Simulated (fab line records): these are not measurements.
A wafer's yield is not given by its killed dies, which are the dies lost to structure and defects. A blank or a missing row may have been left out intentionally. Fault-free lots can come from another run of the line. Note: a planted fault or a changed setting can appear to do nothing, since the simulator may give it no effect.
What tool caused it? :: flow sky130 :: 12 lots with 35 wafers sampled at 4 steps, on a route of 708 steps

WHAT EACH GAUGE READ, for each wafer
SKY_METAL4_CD_MEAS_13: target cd 300 nm. Usual: cd-nm at 299.4 nm, with a standard deviation of 1.6.
lot: L860
measured: day 43 02:31
on: cd-sem-01
cd-nm (nm): 297.9 296.9 298.6
flag: 

lot: L861
measured: day 43 05:19
on: cd-sem-02
cd-nm (nm): 300.0 301.1 299.2
flag: 

lot: L862
measured: day 43 16:37
on: cd-sem-02
cd-nm (nm): 297.7 296.3 295.2
flag: 

lot: L866
measured: day 44 11:26
on: cd-sem-02
cd-nm (nm): 284.9 300.6
flag: OFF

lot: L867
measured: day 44 13:29
on: cd-sem-01
cd-nm (nm): 281.4 297.9 297.8
flag: OFF

lot: L868
measured: day 44 19:44
on: cd-sem-01
cd-nm (nm): 281.9 281.6 298.6
flag: OFF

lot: L870
measured: day 45 12:10
on: cd-sem-01
cd-nm (nm): 300.7 298.5 298.6
flag: 

lot: L872
measured: day 46 07:29
on: cd-sem-01
cd-nm (nm): 296.9 297.4 298.0
flag: 

lot: L878
measured: day 47 10:56
on: cd-sem-01
cd-nm (nm): 301.1 298.9 299.9
flag: 

lot: L879
measured: day 47 16:44
on: cd-sem-02
cd-nm (nm): 297.7 299.6 299.6
flag: 

lot: L880
measured: day 47 16:58
on: cd-sem-01
cd-nm (nm): 299.9 300.2 299.7
flag: 

lot: L881
measured: day 48 04:11
on: cd-sem-01
cd-nm (nm): 299.9 300.3 301.2
flag: 

WHICH TOOL RAN EACH LOT (tool, then ch and the chambers of the sampled wafers, then the start)
lot: L860
SKY_METAL3_SPUTTER_04: pvd-sputter-01, day 37 20:06
SKY_METAL3_STRIP_19: plasma-asher-03 ch 0,1, day 40 00:32
SKY_METAL4_EXPOSE_10: krf-scanner-02 ch 0, day 42 16:42

lot: L861
SKY_METAL3_SPUTTER_04: pvd-sputter-01, day 37 23:11
SKY_METAL3_STRIP_19: plasma-asher-02 ch 0,1, day 40 03:10
SKY_METAL4_EXPOSE_10: krf-scanner-02 ch 0, day 42 18:49

lot: L862
SKY_METAL3_SPUTTER_04: pvd-sputter-03, day 38 15:20
SKY_METAL3_STRIP_19: plasma-asher-02 ch 0,1, day 40 19:16
SKY_METAL4_EXPOSE_10: krf-scanner-02 ch 0, day 43 07:11

lot: L866
SKY_METAL3_SPUTTER_04: pvd-sputter-01, day 39 14:38
SKY_METAL3_STRIP_19: plasma-asher-02 ch 0,1, day 41 18:03
SKY_METAL4_EXPOSE_10: krf-scanner-02 ch 0, day 44 02:21

lot: L867
SKY_METAL3_SPUTTER_04: pvd-sputter-03, day 39 19:49
SKY_METAL3_STRIP_19: plasma-asher-03 ch 0,1, day 41 21:37
SKY_METAL4_EXPOSE_10: krf-scanner-02 ch 0, day 44 04:40

lot: L868
SKY_METAL3_SPUTTER_04: pvd-sputter-03, day 40 00:16
SKY_METAL3_STRIP_19: plasma-asher-03 ch 0,1, day 42 02:14
SKY_METAL4_EXPOSE_10: krf-scanner-02 ch 0, day 44 08:20

lot: L870
SKY_METAL3_SPUTTER_04: pvd-sputter-03, day 40 17:03
SKY_METAL3_STRIP_19: plasma-asher-02 ch 0,1, day 42 17:13
SKY_METAL4_EXPOSE_10: krf-scanner-01 ch 0, day 45 01:25

lot: L872
SKY_METAL3_SPUTTER_04: pvd-sputter-04, day 41 13:55
SKY_METAL3_STRIP_19: plasma-asher-03 ch 0,1, day 43 10:56
SKY_METAL4_EXPOSE_10: krf-scanner-01 ch 0, day 45 20:41

lot: L878
SKY_METAL3_SPUTTER_04: pvd-sputter-03, day 42 21:15
SKY_METAL3_STRIP_19: plasma-asher-02 ch 0,1, day 44 13:19
SKY_METAL4_EXPOSE_10: krf-scanner-02 ch 0, day 47 01:47

lot: L879
SKY_METAL3_SPUTTER_04: pvd-sputter-01, day 43 01:08
SKY_METAL3_STRIP_19: plasma-asher-02 ch 0,1, day 44 20:16
SKY_METAL4_EXPOSE_10: krf-scanner-02 ch 0, day 47 06:26

lot: L880
SKY_METAL3_SPUTTER_04: pvd-sputter-03, day 43 02:38
SKY_METAL3_STRIP_19: plasma-asher-04 ch 0, day 44 21:58
SKY_METAL4_EXPOSE_10: krf-scanner-02 ch 0, day 47 07:07

lot: L881
SKY_METAL3_SPUTTER_04: pvd-sputter-04, day 43 14:22
SKY_METAL3_STRIP_19: plasma-asher-04 ch 0,1, day 45 10:10
SKY_METAL4_EXPOSE_10: krf-scanner-02 ch 0, day 47 19:07
- SKY_METAL3_SPUTTER_04: material TiN, target thk 70 nm, time 58.3 s.
- SKY_METAL3_STRIP_19: strips in O2/N2.
- SKY_METAL4_EXPOSE_10: exposes mask MM4, target cd 300 nm.

AS READ BY THE TOOLS THEMSELVES (means over the sampled wafers that have a number; for cases with no such wafer, the mark the record gives instead)
SKY_METAL3_SPUTTER_04. Usual: throttle-valve-pct at 30.0 %, with a standard deviation of 0.71.
lot: L860
tool: pvd-sputter-01
throttle-valve-pct (%): 30.3
flag: 

lot: L861
tool: pvd-sputter-01
throttle-valve-pct (%): 30.3
flag: 

lot: L862
tool: pvd-sputter-03
throttle-valve-pct (%): 29.7
flag: 

lot: L866
tool: pvd-sputter-01
throttle-valve-pct (%): 29.6
flag: 

lot: L867
tool: pvd-sputter-03
throttle-valve-pct (%): 30.1
flag: 

lot: L868
tool: pvd-sputter-03
throttle-valve-pct (%): 30.2
flag: 

lot: L870
tool: pvd-sputter-03
throttle-valve-pct (%): 29.8
flag: 

lot: L872
tool: pvd-sputter-04
throttle-valve-pct (%): 30.8
flag: 

lot: L878
tool: pvd-sputter-03
throttle-valve-pct (%): 30.2
flag: 

lot: L879
tool: pvd-sputter-01
throttle-valve-pct (%): 29.7
flag: 

lot: L880
tool: pvd-sputter-03
throttle-valve-pct (%): 30.0
flag: 

lot: L881
tool: pvd-sputter-04
throttle-valve-pct (%): 30.7
flag: 

SKY_METAL3_STRIP_19. Usual: drypump-motor-current-A 6.1 A, standard deviation 0.44; oes-product-au 0.502 a.u., standard deviation 0.0051; strip-time-to-endpoint-s 6.53 s, standard deviation 0.061.
lot: L860
tool: plasma-asher-03
drypump-motor-current-A (A): 6.5
oes-product-au (a.u.): 0.501
strip-time-to-endpoint-s (s): 6.54
flag: 

lot: L861
tool: plasma-asher-02
drypump-motor-current-A (A): 5.6
oes-product-au (a.u.): 0.501
strip-time-to-endpoint-s (s): 6.51
flag: 

lot: L862
tool: plasma-asher-02
drypump-motor-current-A (A): 5.6
oes-product-au (a.u.): 0.498
strip-time-to-endpoint-s (s): 6.46
flag: 

lot: L866
tool: plasma-asher-02
drypump-motor-current-A (A): 5.7
oes-product-au (a.u.): 0.506
strip-time-to-endpoint-s (s): 6.53
flag: 

lot: L867
tool: plasma-asher-03
drypump-motor-current-A (A): 6.5
oes-product-au (a.u.): 0.499
strip-time-to-endpoint-s (s): 6.50
flag: 

lot: L868
tool: plasma-asher-03
drypump-motor-current-A (A): 6.2
oes-product-au (a.u.): 0.508
strip-time-to-endpoint-s (s): 6.61
flag: 

lot: L870
tool: plasma-asher-02
drypump-motor-current-A (A): 5.8
oes-product-au (a.u.): 0.500
strip-time-to-endpoint-s (s): 6.51
flag: 

lot: L872
tool: plasma-asher-03
drypump-motor-current-A (A): 6.5
oes-product-au (a.u.): 0.498
strip-time-to-endpoint-s (s): 6.49
flag: 

lot: L878
tool: plasma-asher-02
drypump-motor-current-A (A): 5.8
oes-product-au (a.u.): 0.500
strip-time-to-endpoint-s (s): 6.53
flag: 

lot: L879
tool: plasma-asher-02
drypump-motor-current-A (A): 5.8
oes-product-au (a.u.): 0.503
strip-time-to-endpoint-s (s): 6.56
flag: 

lot: L880
tool: plasma-asher-04
drypump-motor-current-A (A): 6.5
oes-product-au (a.u.): 0.503
strip-time-to-endpoint-s (s): 6.54
flag: 

lot: L881
tool: plasma-asher-04
drypump-motor-current-A (A): 6.4
oes-product-au (a.u.): 0.501
strip-time-to-endpoint-s (s): 6.49
flag: 

THE ANSWER, worked out from the rows above alone
Rule: take the mean of a lot's wafers that have a number; if it is more than 3 standard deviations from the usual mean, the lot is off. A lot without any number at a reading at which 4 lots or more have one is off too. Where the step has rows for the other lots, those lots are counted as sound. First the gauges in route order, then the tools' own readings, where a lot's mean is used as printed above. The first step at which some lot is off is used, and at that step the reading that is off furthest; a lot without a number counts as furthest.
Off: L866, L867, L868 (SKY_METAL4_CD_MEAS_13, cd-nm).
If a tool, at a process step before that reading, ran all the lots that are off and no sound lot after the first of them, it fits. The gauges at SKY_METAL4_CD_MEAS_13 are tried like those tools. Not one of the candidates tried fits.

WHAT THE SIMULATOR HAD INSERTED
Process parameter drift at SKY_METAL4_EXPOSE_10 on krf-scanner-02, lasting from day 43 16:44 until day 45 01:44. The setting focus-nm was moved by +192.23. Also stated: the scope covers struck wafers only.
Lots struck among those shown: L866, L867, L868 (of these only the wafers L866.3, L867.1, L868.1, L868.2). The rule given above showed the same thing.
